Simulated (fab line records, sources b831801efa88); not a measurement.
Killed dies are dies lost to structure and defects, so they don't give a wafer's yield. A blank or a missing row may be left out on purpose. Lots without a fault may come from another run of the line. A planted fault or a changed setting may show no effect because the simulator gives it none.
fab line records | flow sky130
record lots=13 wafers=36 last_day=49
route steps=708 shown VT_ADJUST_NCORE@126 SONOS_ONO@178
lots that met no fault: from a run of the same line without faults
start_h: hours from the record's first day to the start of the lot's first wafer shown | wait_h: hours since the lot's step before | " the same as in the row above | L1.1+2: a row that stands for several wafers | - no value, or no start given | * or withheld: withheld | < > ~ a bound
route shown NAME@n: a module of which the file shows steps, and the number in the route of the first | usual: mean/standard deviation of fault-free wafers | same: alike in all rows | chamber/n: place in a boat | sites: the reading at each site | _std_site: their standard deviation | _edge_site: outer sites' mean less inner sites' | radius_mm: how far each site lies from the wafer's centre | mask NAME#n: copy n | behind: the tool/chamber that last shaped the wafer | hold: why the lot was held/for how many hours/how that ended | device: the transistor (n, p or np) that didn't switch | end of line: the same wafers' tests at the end of the route | a step without rows: its recipe alone | killed: dies lost to structure and defects at the first sort, not the wafer's yield | map: a wafer's dies, x killed, . not, _ none there
set.NAME: the setting as run; set.NAME@STEP: as run at that earlier step | model.NAME: the simulator's own value behind a step, which no gauge read
steps of the route over a sample of lots; a table a step, a row a wafer
services: from which hour (start_h, from the record's first day; less than 0 if before it) a tool's chamber was out of use, for how many hours, and why
## steps
# step SKY_VT_ADJUST_NCORE_CD_MEAS_07
# recipe target_cd_nm=380
# usual cd_nm=380.1/2.3
# columns lot.wafer tool chamber start_h wait_h cd_nm
L926.1 cd_sem-02 - 201.30 0.1 378.4
L926.2 " - " " 380.0
L926.4 " - " " 379.0
L925.1 cd_sem-01 - 202.40 0.1 382.2
L925.4 " - " " 382.7
L925.5 " - " " 380.1
L928.1 cd_sem-01 - 214.66 0.1 378.5
L928.2 " - " " 379.1
L928.6 " - " " 380.0
L929.2 cd_sem-01 - 221.16 0.1 380.6
L929.3 " - " " 379.1
L929.4 " - " " 380.1
L930.1 cd_sem-02 - 229.40 0.1 383.1
L930.3 " - " " 383.3
L930.4 " - " " 382.0
L931.1 cd_sem-01 - 236.84 0.1 382.3
L931.4 " - " " 380.4
L931.5 " - " " 381.6
L934.3 cd_sem-02 - 257.34 0.1 378.6
L934.4 " - " " 375.8
L934.6 " - " " 378.0
L935.1 cd_sem-02 - 265.30 0.1 378.6
L935.3 " - " " 379.7
L935.4 " - " " 376.3
L936.1 cd_sem-01 - 271.41 0.1 378.8
L936.3 " - " " 382.2
L936.4 " - " " 381.1
L937.3 cd_sem-02 - 282.39 0.1 379.0
L937.4 " - " " 381.1
L937.6 " - " " 380.1
L940.2 cd_sem-02 - 306.56 0.1 379.3
L940.4 " - " " 382.0
L941.1 cd_sem-01 - 313.30 0.1 380.4
L941.4 " - " " 379.5
L944.1 cd_sem-01 - 326.24 0.1 383.2
L944.4 " - " " 380.8
# step SKY_VT_ADJUST_NCORE_OVL_MEAS_08
# usual VT_ADJUST_NCORE_OVL=-0.5/1.5
# columns lot.wafer tool chamber start_h wait_h VT_ADJUST_NCORE_OVL[nm]
L926.1 overlay-01 - 201.42 0.1 1.1
L926.2 " - " " 0.8
L926.4 " - " " 2.3
L925.1 overlay-01 - 202.52 0.1 -2.4
L925.4 " - " " -1.2
L925.5 " - " " -0.7
L928.1 overlay-01 - 214.78 0.1 -2.7
L928.2 " - " " -1.4
L928.6 " - " " -2.0
L929.2 overlay-01 - 221.27 0.1 -1.7
L929.3 " - " " -1.7
L929.4 " - " " -1.0
L930.1 overlay-02 - 229.52 0.1 1.1
L930.3 " - " " -1.1
L930.4 " - " " 0.4
L931.1 overlay-02 - 236.96 0.1 1.3
L931.4 " - " " 1.3
L931.5 " - " " 1.9
L934.3 overlay-01 - 257.43 0.1 -1.5
L934.4 " - " " -2.6
L934.6 " - " " -2.4
L935.1 overlay-02 - 265.42 0.1 1.2
L935.3 " - " " 1.9
L935.4 " - " " 2.3
L936.1 overlay-02 - 271.53 0.1 1.0
L936.3 " - " " 1.1
L936.4 " - " " -0.7
L937.3 overlay-02 - 282.48 0.1 1.1
L937.4 " - " " 1.6
L937.6 " - " " -1.1
L940.2 overlay-01 - 306.67 0.1 -2.7
L940.4 " - " " -2.0
L941.1 overlay-02 - 313.42 0.1 1.3
L941.4 " - " " 0.5
L944.1 overlay-01 - 326.36 0.1 -3.1
L944.4 " - " " -1.2
# step SKY_SONOS_ONO_EXPOSE_10
# recipe mask_id=ONOM target_cd_nm=410 na=0.6 source_shape=conventional sigma_outer=0.6 dose_mj=150
# usual reticle_temp_C=23.00/0.1
# same sigma_outer=0.6
# columns lot.wafer tool chamber start_h wait_h mask reticle_temp_C
L926.1 iline_stepper-01 0 288.29 - ONOM#0 22.80
L926.2 " 0 " " ONOM#0 22.88
L926.4 " 0 " " ONOM#0 22.91
L925.1 iline_stepper-02 0 289.73 - ONOM#0 23.15
L925.4 " 0 " " ONOM#0 23.05
L925.5 " 0 " " ONOM#0 22.97
L929.2 iline_stepper-01 0 390.47 - ONOM#0 23.12
L929.3 " 0 " " ONOM#0 23.04
L929.4 " 0 " " ONOM#0 22.89
L928.1 iline_stepper-02 0 390.92 - ONOM#0 23.03
L928.2 " 0 " " ONOM#0 22.82
L928.6 " 0 " " ONOM#0 23.06
L930.1 iline_stepper-02 0 391.42 - ONOM#0 23.08
L930.3 " 0 " " ONOM#0 23.16
L930.4 " 0 " " ONOM#0 23.16
L931.1 iline_stepper-01 0 391.66 - ONOM#0 22.94
L931.4 " 0 " " ONOM#0 22.83
L931.5 " 0 " " ONOM#0 23.07
L934.3 iline_stepper-02 0 391.94 - ONOM#0 23.15
L934.4 " 0 " " ONOM#0 23.13
L934.6 " 0 " " ONOM#0 23.03
L935.1 iline_stepper-02 0 399.32 - ONOM#0 22.97
L935.3 " 0 " " ONOM#0 23.01
L935.4 " 0 " " ONOM#0 22.94
L936.1 iline_stepper-02 0 399.43 - ONOM#0 23.08
L936.3 " 0 " " ONOM#0 23.27
L936.4 " 0 " " ONOM#0 23.10
L937.3 iline_stepper-01 0 399.76 - ONOM#0 23.10
L937.4 " 0 " " ONOM#0 22.88
L937.6 " 0 " " ONOM#0 22.93
L940.2 iline_stepper-02 0 407.62 - ONOM#0 23.07
L940.4 " 0 " " ONOM#0 23.07
L941.1 iline_stepper-02 0 413.26 - ONOM#0 23.02
L941.4 " 0 " " ONOM#0 22.86
L944.1 iline_stepper-02 0 424.03 - ONOM#0 23.07
L944.4 " 0 " " ONOM#0 22.98
# step SKY_SONOS_ONO_CD_MEAS_13
# recipe target_cd_nm=410
# usual cd_nm=409.6/2.2
# columns lot.wafer tool chamber start_h wait_h hold cd_nm
L926.1 cd_sem-02 - 300.04 0.1 - 406.7
L926.2 " - " " - 405.2
L926.4 " - " " - 406.7
L925.1 cd_sem-02 - 301.45 0.1 - 410.6
L925.4 " - " " - 409.6
L925.5 " - " " - 409.7
L929.2 cd_sem-01 - 405.58 0.1 - 409.9
L929.3 " - " " - 409.5
L929.4 " - " " - 410.3
L928.1 cd_sem-02 - 406.05 0.1 - 409.0
L928.2 " - " " - 408.9
L928.6 " - " " - 409.1
L930.1 cd_sem-02 - 407.00 0.1 - 407.5
L930.3 " - " " - 407.8
L930.4 " - " " - 408.8
L931.1 cd_sem-01 - 407.14 0.1 - 410.1
L931.4 " - " " - 408.5
L931.5 " - " " - 409.7
L934.3 cd_sem-02 - 407.40 0.1 - 409.7
L934.4 " - " " - 407.4
L934.6 " - " " - 408.4
L935.1 cd_sem-01 - 414.65 0.1 - 408.8
L935.3 " - " " - 409.8
L935.4 " - " " - 410.4
L936.1 cd_sem-02 - 414.81 0.1 - 412.9
L936.3 " - " " - 412.2
L936.4 " - " " - 413.0
L937.3 cd_sem-01 - 414.93 0.1 - 410.9
L937.4 " - " " - 412.9
L937.6 " - " " - 411.3
L940.2 cd_sem-02 - 421.87 0.1 await_dispo/0.2h/release 383.6
L940.4 " - " " await_dispo/0.2h/release 383.9
L940.2 cd_sem-02 - 422.16 0.3 - 383.7
L940.4 " - " " - 384.1
L941.1 cd_sem-02 - 428.34 0.1 await_dispo/0.2h/release 407.6
L941.4 " - " " await_dispo/0.2h/release 382.5
L941.1 cd_sem-02 - 428.63 0.3 - 407.5
L941.4 " - " " - 382.4
L944.1 cd_sem-01 - 438.20 0.1 await_dispo/0.2h/release 408.9
L944.4 " - " " await_dispo/0.2h/release 383.6
L944.1 cd_sem-01 - 438.49 0.3 - 409.0
L944.4 " - " " - 383.8
# step SKY_SONOS_ONO_STRIP_17
# recipe chemistry=O2/N2 power_w=1400 pressure_mtorr=1500 platen_temp_c=withheld o2_flow_sccm=3000 n2_flow_sccm=300 overash_fraction=0.5
# usual drypump_motor_current_A=5.8/0.58 oes_product_au=0.710/0.0046 strip_time_to_endpoint_s=14.08/0.042
# columns lot.wafer tool chamber start_h wait_h drypump_motor_current_A oes_product_au rf_hours_counter_h strip_time_to_endpoint_s
L926.1 plasma_asher-02 0 300.30 0.0 6.7 0.715 49 14.12
L926.2 " 1 " " 5.4 0.715 49 14.12
L926.4 " 0 " " 6.7 0.713 - 14.13
L925.1 plasma_asher-02 0 301.71 0.0 6.8 0.711 49 14.11
L925.4 " 0 " " 6.7 0.706 - 14.05
L925.5 " 1 " " 5.4 0.709 - 14.14
L929.2 plasma_asher-02 0 405.82 0.0 6.7 0.710 60 14.03
L929.3 " 0 " " 6.8 0.706 - 14.02
L929.4 " 1 " " 5.4 0.712 - 14.05
L928.1 plasma_asher-04 1 406.32 0.0 6.5 0.710 70 14.11
L928.2 " 0 " " 5.2 0.712 70 14.09
L928.6 " 1 " " 6.5 0.712 - 14.12
L930.1 plasma_asher-04 0 407.26 0.0 5.2 0.712 70 14.18
L930.3 " 0 " " 5.2 0.716 - 14.12
L930.4 " 1 " " 6.5 0.702 - 14.15
L931.1 plasma_asher-01 1 407.41 0.0 5.6 0.710 29 14.07
L931.4 " 1 " " 5.6 0.702 - 14.05
L931.5 " 1 " " 5.6 0.705 - 14.07
L934.3 plasma_asher-04 1 407.66 0.0 6.4 0.706 - 14.05
L934.4 " 0 " " 5.3 0.709 - 14.04
L934.6 " 0 " " 5.3 0.706 - 14.04
L935.1 plasma_asher-02 1 414.91 0.0 5.3 0.708 61 14.13
L935.3 " 0 " " 6.8 0.710 - 14.10
L935.4 " 1 " " 5.3 0.717 - 14.14
L936.1 plasma_asher-04 0 415.07 0.0 5.3 0.707 71 14.06
L936.3 " 1 " " 6.5 0.702 - 14.02
L936.4 " 0 " " 5.3 0.718 - 14.02
L937.3 plasma_asher-01 1 415.19 0.0 5.6 0.710 - 14.04
L937.4 " 0 " " 5.3 0.711 - 14.07
L937.6 " 0 " " 5.3 0.702 - 14.04
L940.2 plasma_asher-04 1 424.35 0.0 6.4 0.710 72 14.13
L940.4 " 0 " " 5.2 0.713 - 14.10
L941.1 plasma_asher-02 1 438.89 0.0 5.3 0.715 62 14.09
L941.4 " 0 " " 6.7 0.708 - 14.05
L944.1 plasma_asher-04 0 447.67 0.0 5.2 0.705 74 14.05
L944.4 " 0 " " 5.2 0.719 - 14.07
## services
# columns tool chamber start_h hours kind
iline_stepper-02 - 320.51 1.8 repair
plasma_asher-02 - 325.50 1.6 repair
iline_stepper-02 - 346.75 1.7 pm
iline_stepper-01 - 348.48 1.7 pm
iline_stepper-01 - 376.93 12.0 repair
plasma_asher-04 - 381.83 20.0 repair
plasma_asher-04 - 382.02 2.9 repair
iline_stepper-02 - 408.16 4.4 pm
## key
first_sign step=SKY_SONOS_ONO_CD_MEAS_13 reading=visit direction=added
effect step=SKY_SONOS_ONO_CD_MEAS_13 reading=cd_nm direction=down sigmas=12 usual=409.6 struck=383.4
met_at SKY_SONOS_ONO_EXPOSE_10
struck_lots L940,L941,L944
struck_wafers L940.2,L940.4,L941.4,L944.4
tester_left_out L940,L941,L944
not_acting_at SKY_VT_ADJUST_NCORE_CD_MEAS_07,SKY_VT_ADJUST_NCORE_OVL_MEAS_08,SKY_SONOS_ONO_STRIP_17
onset_between 399.43 407.62
fault kind=process_parameter_drift tool=iline_stepper-02 chamber=- onset_h=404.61 steps=SKY_SONOS_ONO_EXPOSE_10 channel=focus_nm offset=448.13 shape=step end_h=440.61 scope=struck_wafers_only
# tester_left_out: of these lots the tester's yield and bins aren't shown, on N5 and GAA mostly nor the transistor test; their killed dies are dies lost to structure and defects alone, not to doping, threshold or leakage, so they don't give the yield
